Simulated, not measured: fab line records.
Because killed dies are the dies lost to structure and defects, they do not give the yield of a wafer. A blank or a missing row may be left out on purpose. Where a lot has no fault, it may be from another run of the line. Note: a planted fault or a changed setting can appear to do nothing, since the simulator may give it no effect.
Which tool was responsible?	flow gf180mcu	39 wafers from 13 lots sampled at 5 of the route's 602 steps

WHAT EACH GAUGE READ, for each wafer
GF_VT_IMPLANT_TW_MEAS_21. Usual: VT_IMPLANT_2_TW 1209, standard deviation 16.
lot	measured	on	VT_IMPLANT_2_TW	flag
L446	day 6 04:02	film_metro-03	1212 1216 1214	
L447	day 6 10:13	film_metro-04	1237 1241 1238	
L448	day 6 20:06	film_metro-03	1213 1212 1213	
L450	day 7 12:22	film_metro-04	1223 1227 1220	
L451	day 7 16:01	film_metro-04	1219 1226 1219	
L452	day 7 21:44	film_metro-01	1191 1193 1190	
L455	day 8 16:13	film_metro-01	1185 1183 1191	
L456	day 8 19:44	film_metro-01	1182 1185 1186	
L462	day 10 11:49	film_metro-03	1213 1207 1213	
L464	day 11 01:07	film_metro-04	1236 1231 1229	
L466	day 11 15:59	film_metro-01	1195 1199 1204	
L468	day 12 00:41	film_metro-04	1230 1231 1221	
L469	day 12 07:38	film_metro-01	1185 1187 1183	

GF_VT_IMPLANT_RS_MEAS_46: measures by four-point-probe. Usual: MVSD_RS 457.3 ohm/sq, standard deviation 1.2.
lot	measured	on	MVSD_RS (ohm/sq)	flag
L446	day 7 10:49	film_metro-02	456.0 455.9 455.6	
L447	day 7 17:06	film_metro-02	455.4 455.0 456.4	
L448	day 8 03:52	film_metro-01	457.0 456.8 456.5	
L450	day 8 20:58	film_metro-02	457.7 458.0 455.9	
L451	day 9 01:19	film_metro-02	457.1 457.6 457.5	
L452	day 9 07:43	film_metro-01	456.9 454.6 456.2	
L455	day 10 02:42	film_metro-03	457.3 455.5 457.8	
L456	day 10 06:35	film_metro-03	457.8 457.5 456.4	
L462	day 12 01:10	film_metro-01	468.3 468.1 468.4	OFF
L464	day 12 15:50	film_metro-01	466.8 466.6 467.7	OFF
L466	day 13 07:47	film_metro-01	460.4 460.2 461.2	
L468	day 13 16:32	film_metro-02	456.7 457.7 457.2	
L469	day 13 23:42	film_metro-02	455.5 456.7 456.0	

GF_VT_IMPLANT_RS_MEAS_47: measures by four-point-probe. Usual: NWELL_RS 488.1 ohm/sq, standard deviation 1.2.
lot	measured	on	NWELL_RS (ohm/sq)	flag
L446	day 7 10:56	film_metro-02	488.0 489.9 488.8	
L447	day 7 17:13	film_metro-02	486.3 485.4 486.4	
L448	day 8 03:59	film_metro-01	487.7 488.2 487.4	
L450	day 8 21:05	film_metro-02	490.8 489.7 489.3	
L451	day 9 01:26	film_metro-02	487.2 488.0 487.5	
L452	day 9 07:50	film_metro-01	489.9 489.0 489.4	
L455	day 10 02:49	film_metro-03	486.0 486.7 486.7	
L456	day 10 06:43	film_metro-03	490.3 488.6 489.2	
L462	day 12 01:17	film_metro-01	487.8 487.7 488.6	
L464	day 12 15:58	film_metro-01	487.0 487.2 487.9	
L466	day 13 07:54	film_metro-01	488.0 485.8 487.3	
L468	day 13 16:40	film_metro-02	487.6 487.0 487.0	
L469	day 13 23:49	film_metro-02	487.9 487.9 487.6	

WHAT TOOL EACH LOT RAN ON (gives the tool, then ch and the chambers of the sampled wafers, and finally the start)
lot	GF_DNWELL_STRIP_08	GF_MVSD_IMPLANT_08
L446	plasma_asher-03 ch 0, day 2 18:15	implanter-04 ch 0, day 4 09:17
L447	plasma_asher-04 ch 0,1, day 3 00:25	implanter-03 ch 0, day 4 15:19
L448	plasma_asher-03 ch 0,1, day 3 07:08	implanter-03 ch 0, day 4 23:19
L450	plasma_asher-03 ch 0,1, day 3 19:47	implanter-03 ch 0, day 5 13:05
L451	plasma_asher-03 ch 0,1, day 3 23:41	implanter-01 ch 0, day 5 17:52
L452	plasma_asher-03 ch 0, day 4 03:09	implanter-03 ch 0, day 5 22:23
L455	plasma_asher-04 ch 0,1, day 4 19:02	implanter-01 ch 0, day 6 15:01
L456	plasma_asher-01 ch 0,1, day 4 22:30	implanter-04 ch 0, day 6 18:52
L462	plasma_asher-04 ch 0,1, day 6 07:08	implanter-01 ch 0, day 8 07:31
L464	plasma_asher-01 ch 0,1, day 6 19:21	implanter-01 ch 0, day 8 20:18
L466	plasma_asher-01 ch 0,1, day 7 04:57	implanter-04 ch 0, day 9 07:38
L468	plasma_asher-03 ch 1, day 7 14:23	implanter-04 ch 0, day 9 17:10
L469	plasma_asher-01 ch 0,1, day 7 20:01	implanter-04 ch 0, day 9 23:33
- GF_DNWELL_STRIP_08: strips in O2/N2.
- GF_MVSD_IMPLANT_08

WHAT THE TOOLS THEMSELVES READ (means of the sampled wafers that have a number; where no wafer has one, the mark that the record gives instead)
GF_DNWELL_STRIP_08. Usual: drypump_motor_current_A 5.6 A, standard deviation 0.37; heater_power_w 326 W, standard deviation 23; n2_flow_sccm 300.0 sccm, standard deviation 0.84; oes_product_au 0.723 a.u., standard deviation 0.0047; strip_time_to_endpoint_s 36.94 s, standard deviation 0.14.
lot	tool	drypump_motor_current_A (A)	heater_power_w (W)	n2_flow_sccm (sccm)	oes_product_au (a.u.)	strip_time_to_endpoint_s (s)	flag
L446	plasma_asher-03	6.1	324	299.4	0.722	36.94	
L447	plasma_asher-04	5.2	311	301.0	0.724	36.83	
L448	plasma_asher-03	5.9	337	299.4	0.727	37.06	
L450	plasma_asher-03	5.9	341	300.5	0.723	36.90	
L451	plasma_asher-03	5.9	335	299.1	0.725	37.06	
L452	plasma_asher-03	6.1	318	299.8	0.725	36.71	
L455	plasma_asher-04	5.2	308	299.0	0.723	36.98	
L456	plasma_asher-01	5.9	322	300.4	0.722	36.86	
L462	plasma_asher-04	5.2	305	299.5	0.726	37.15	
L464	plasma_asher-01	5.9	327	299.7	0.720	36.78	
L466	plasma_asher-01	5.9	325	301.0	0.724	36.67	
L468	plasma_asher-03	5.5	360	300.5	0.723	36.90	
L469	plasma_asher-01	5.7	338	299.6	0.720	36.95	

GF_MVSD_IMPLANT_08. Usual: 399.98 for beam_energy_keV, sd 0.12.
lot	tool	beam_energy_keV	flag
L446	implanter-04	400.02	
L447	implanter-03	400.00	
L448	implanter-03	400.05	
L450	implanter-03	400.02	
L451	implanter-01	399.95	
L452	implanter-03	399.91	
L455	implanter-01	400.12	
L456	implanter-04	400.10	
L462	implanter-01	356.77	OFF
L464	implanter-01	356.71	OFF
L466	implanter-04	399.91	
L468	implanter-04	400.08	
L469	implanter-04	399.93	

THE ANSWER, worked out from the rows above alone
Rule: a lot counts as off when the mean over its wafers that have a number is more than 3 standard deviations away from the usual mean. Also off: a lot with no number at a reading for which 4 or more lots have one. Where the step has rows for the other lots, those lots are counted as sound. The gauges are gone through in route order, then the tools' own readings, and for those a lot's mean is taken as printed above. The first step at which some lot is off is used, and at that step the reading that is off furthest; a lot without a number counts as furthest.
Off: at GF_VT_IMPLANT_RS_MEAS_46 (MVSD_RS), L462, L464.
If a tool, at a process step before that reading, ran all the lots that are off and no sound lot after the first of them, it fits. Not tried: the gauges at GF_VT_IMPLANT_RS_MEAS_46; whatever is off there is also off at GF_MVSD_IMPLANT_08, on other tools, and gauge error can't account for it. One fits: GF_MVSD_IMPLANT_08 on implanter-01. Its last sound lot is L455 (day 6 15:01), its first lot that is off L462 (day 8 07:31): a fault that began between those two fits.
The tool's own readings at GF_MVSD_IMPLANT_08 bear it out: on the lots that are off they differ by more than 5 times the standard deviation of the sound lots' means. beam_energy_keV reads 356.74 there against 400.01 on the sound lots.

WHAT THE SIMULATOR PUT IN
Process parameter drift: implanter-01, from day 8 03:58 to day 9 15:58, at GF_MVSD_IMPLANT_08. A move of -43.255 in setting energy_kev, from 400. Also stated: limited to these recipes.
Shown lots that were struck: L462, L464. The rule above reached the same finding.
